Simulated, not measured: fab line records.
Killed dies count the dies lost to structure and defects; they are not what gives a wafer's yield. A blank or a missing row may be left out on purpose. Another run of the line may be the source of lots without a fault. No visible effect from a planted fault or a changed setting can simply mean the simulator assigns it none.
The tool behind it: which one? :: flow gf180mcu :: 13 lots, 39 wafers sampled, at 4 steps of a route of 602

WHAT THE GAUGES READ, wafer by wafer
GF_TOP_METAL_OVL_MEAS_15.
lot: L175
measured: day 28 14:25
on: overlay-01
TOP_METAL_OVL (nm): 0.4 -1.5 0.8

lot: L176
measured: day 28 19:55
on: overlay-01
TOP_METAL_OVL (nm): -1.7 -1.7 1.2

lot: L178
measured: day 29 08:34
on: overlay-01
TOP_METAL_OVL (nm): -4.1 -1.5 -0.7

lot: L179
measured: day 29 20:07
on: overlay-01
TOP_METAL_OVL (nm): 2.4 0.9 -1.2

lot: L180
measured: day 30 00:14
on: overlay-02
TOP_METAL_OVL (nm): -1.8 -0.5 0.1

lot: L181
measured: day 30 13:55
on: overlay-02
TOP_METAL_OVL (nm): -4.2 -2.2 -2.5

lot: L183
measured: day 30 16:22
on: overlay-02
TOP_METAL_OVL (nm): 0.9 0.3 2.4

lot: L184
measured: day 31 06:13
on: overlay-01
TOP_METAL_OVL (nm): 0.0 0.9 1.3

lot: L185
measured: day 31 14:16
on: overlay-02
TOP_METAL_OVL (nm): -0.5 1.4 1.4

lot: L193
measured: day 33 14:31
on: overlay-02
TOP_METAL_OVL (nm): -0.4 -0.4 -1.8

lot: L194
measured: day 33 20:22
on: overlay-02
TOP_METAL_OVL (nm): -1.3 -0.7 -0.6

lot: L195
measured: day 34 01:31
on: overlay-01
TOP_METAL_OVL (nm): -0.7 -1.8 -1.9

lot: L197
measured: day 34 10:46
on: overlay-01
TOP_METAL_OVL (nm): -0.1 1.2 -0.3

WHAT TOOL EACH LOT RAN ON (gives the tool, then ch and the chambers of the sampled wafers, and finally the start)
lot: L175
GF_V2_SPUTTER_22: pvdSputter-04, day 20 20:34
GF_V5_CVD_02: pecvd-02 ch 0,2, day 26 19:43
GF_V5_SPUTTER_22: pvdSputter-03, day 27 17:19

lot: L176
GF_V2_SPUTTER_22: pvdSputter-04, day 21 03:44
GF_V5_CVD_02: pecvd-03 ch 1,2, day 27 01:58
GF_V5_SPUTTER_22: pvdSputter-04, day 27 23:08

lot: L178
GF_V2_SPUTTER_22: pvdSputter-03, day 21 20:35
GF_V5_CVD_02: pecvd-03 ch 1,2, day 27 15:07
GF_V5_SPUTTER_22: pvdSputter-03, day 28 12:29

lot: L179
GF_V2_SPUTTER_22: pvdSputter-04, day 22 08:29
GF_V5_CVD_02: pecvd-01 ch 0,1,2, day 28 02:36
GF_V5_SPUTTER_22: pvdSputter-04, day 29 00:12

lot: L180
GF_V2_SPUTTER_22: pvdSputter-03, day 22 15:56
GF_V5_CVD_02: pecvd-03 ch 0,1, day 28 08:16
GF_V5_SPUTTER_22: pvdSputter-04, day 29 04:45

lot: L181
GF_V2_SPUTTER_22: pvdSputter-01, day 23 06:47
GF_V5_CVD_02: pecvd-02 ch 0,1,2, day 28 21:29
GF_V5_SPUTTER_22: pvdSputter-03, day 29 18:43

lot: L183
GF_V2_SPUTTER_22: pvdSputter-04, day 23 11:14
GF_V5_CVD_02: pecvd-01 ch 0,1,2, day 29 01:05
GF_V5_SPUTTER_22: pvdSputter-03, day 29 21:29

lot: L184
GF_V2_SPUTTER_22: pvdSputter-01, day 24 03:35
GF_V5_CVD_02: pecvd-02 ch 0,1,2, day 29 15:57
GF_V5_SPUTTER_22: pvdSputter-04, day 30 11:55

lot: L185
GF_V2_SPUTTER_22: pvdSputter-04, day 24 13:22
GF_V5_CVD_02: pecvd-01 ch 0,1, day 29 23:53
GF_V5_SPUTTER_22: pvdSputter-03, day 30 19:56

lot: L193
GF_V2_SPUTTER_22: pvdSputter-04, day 27 03:12
GF_V5_CVD_02: pecvd-02 ch 0,1, day 32 04:13
GF_V5_SPUTTER_22: pvdSputter-02, day 32 22:16

lot: L194
GF_V2_SPUTTER_22: pvdSputter-04, day 27 10:05
GF_V5_CVD_02: pecvd-03 ch 0,1,2, day 32 10:37
GF_V5_SPUTTER_22: pvdSputter-03, day 33 04:22

lot: L195
GF_V2_SPUTTER_22: pvdSputter-04, day 27 18:16
GF_V5_CVD_02: pecvd-02 ch 0,1,2, day 32 16:05
GF_V5_SPUTTER_22: pvdSputter-04, day 33 09:52

lot: L197
GF_V2_SPUTTER_22: pvdSputter-03, day 28 05:59
GF_V5_CVD_02: pecvd-03 ch 0,1,2, day 33 01:02
GF_V5_SPUTTER_22: pvdSputter-04, day 33 17:51
- GF_V2_SPUTTER_22: material TiN, target thk 10 nm, time 40 s.
- GF_V5_CVD_02: deposits SiO2 from TEOS, target thk 1450 nm, time 163.28 s.
- GF_V5_SPUTTER_22: material TiN, target thk 10 nm, time 40 s.

WHAT THE TOOLS THEMSELVES READ (means of the sampled wafers that have a number; where no wafer has one, the mark that the record gives instead)
GF_V2_SPUTTER_22.
lot: L175
tool: pvdSputter-04
chamberPressurePa (Pa): 5.008
throttleValvePct (%): 29.7

lot: L176
tool: pvdSputter-04
chamberPressurePa (Pa): 5.007
throttleValvePct (%): 30.8

lot: L178
tool: pvdSputter-03
chamberPressurePa (Pa): 4.999
throttleValvePct (%): 29.6

lot: L179
tool: pvdSputter-04
chamberPressurePa (Pa): 4.995
throttleValvePct (%): 30.3

lot: L180
tool: pvdSputter-03
chamberPressurePa (Pa): 4.993
throttleValvePct (%): 29.1

lot: L181
tool: pvdSputter-01
chamberPressurePa (Pa): 4.997
throttleValvePct (%): 30.4

lot: L183
tool: pvdSputter-04
chamberPressurePa (Pa): 5.006
throttleValvePct (%): 30.3

lot: L184
tool: pvdSputter-01
chamberPressurePa (Pa): 4.990
throttleValvePct (%): 30.7

lot: L185
tool: pvdSputter-04
chamberPressurePa (Pa): 4.998
throttleValvePct (%): 30.2

lot: L193
tool: pvdSputter-04
chamberPressurePa (Pa): 5.007
throttleValvePct (%): 30.2

lot: L194
tool: pvdSputter-04
chamberPressurePa (Pa): 5.003
throttleValvePct (%): 30.4

lot: L195
tool: pvdSputter-04
chamberPressurePa (Pa): 5.002
throttleValvePct (%): 30.3

lot: L197
tool: pvdSputter-03
chamberPressurePa (Pa): 5.002
throttleValvePct (%): 29.3

GF_V5_CVD_02.
lot: L175
tool: pecvd-02
heaterPowerW (W): 619

lot: L176
tool: pecvd-03
heaterPowerW (W): 672

lot: L178
tool: pecvd-03
heaterPowerW (W): 611

lot: L179
tool: pecvd-01
heaterPowerW (W): 631

lot: L180
tool: pecvd-03
heaterPowerW (W): 676

lot: L181
tool: pecvd-02
heaterPowerW (W): 748

lot: L183
tool: pecvd-01
heaterPowerW (W): 594

lot: L184
tool: pecvd-02
heaterPowerW (W): 728

lot: L185
tool: pecvd-01
heaterPowerW (W): 696

lot: L193
tool: pecvd-02
heaterPowerW (W): 754

lot: L194
tool: pecvd-03
heaterPowerW (W): 655

lot: L195
tool: pecvd-02
heaterPowerW (W): 671

lot: L197
tool: pecvd-03
heaterPowerW (W): 631

GF_V5_SPUTTER_22.
lot: L175
tool: pvdSputter-03
chamberPressurePa (Pa): 5.006
throttleValvePct (%): 29.0

lot: L176
tool: pvdSputter-04
chamberPressurePa (Pa): 5.007
throttleValvePct (%): 30.3

lot: L178
tool: pvdSputter-03
chamberPressurePa (Pa): 5.000
throttleValvePct (%): 29.7

lot: L179
tool: pvdSputter-04
chamberPressurePa (Pa): 5.000
throttleValvePct (%): 30.3

lot: L180
tool: pvdSputter-04
chamberPressurePa (Pa): 5.000
throttleValvePct (%): 30.0

lot: L181
tool: pvdSputter-03
chamberPressurePa (Pa): 5.001
throttleValvePct (%): 29.8

lot: L183
tool: pvdSputter-03
chamberPressurePa (Pa): 5.001
throttleValvePct (%): 29.3

lot: L184
tool: pvdSputter-04
chamberPressurePa (Pa): 4.994
throttleValvePct (%): 30.2

lot: L185
tool: pvdSputter-03
chamberPressurePa (Pa): 4.998
throttleValvePct (%): 29.2

lot: L193
tool: pvdSputter-02
chamberPressurePa (Pa): 4.993
throttleValvePct (%): 29.9

lot: L194
tool: pvdSputter-03
chamberPressurePa (Pa): 5.003
throttleValvePct (%): 29.5

lot: L195
tool: pvdSputter-04
chamberPressurePa (Pa): 4.999
throttleValvePct (%): 30.1

lot: L197
tool: pvdSputter-04
chamberPressurePa (Pa): 4.996
throttleValvePct (%): 30.5

THE ANSWER, worked out from the rows above alone
Rule: what is usual is taken from the lots themselves. Put in order of their means at a reading, lots are off if they are a third of the lots or fewer, leave a main group of 4 or more, and stand apart from it by a gap of 3 or more times the standard deviation of the main group's means; of several such gaps the widest counts. A main group is skipped when, at the precision printed for the reading in the tables above, its means are all equal. A lot without any number at a reading at which 4 lots or more have one is off too. Where the step has rows for the other lots, those lots are counted as sound. First the gauges in route order, then the tools' own readings, where a lot's mean is used as printed above. At the first step where some lot is off, the reading lying furthest off is the one used; lots without a number count as furthest.
None of the lots is off at any reading shown; this tells nothing.

WHAT THE SIMULATOR PUT IN
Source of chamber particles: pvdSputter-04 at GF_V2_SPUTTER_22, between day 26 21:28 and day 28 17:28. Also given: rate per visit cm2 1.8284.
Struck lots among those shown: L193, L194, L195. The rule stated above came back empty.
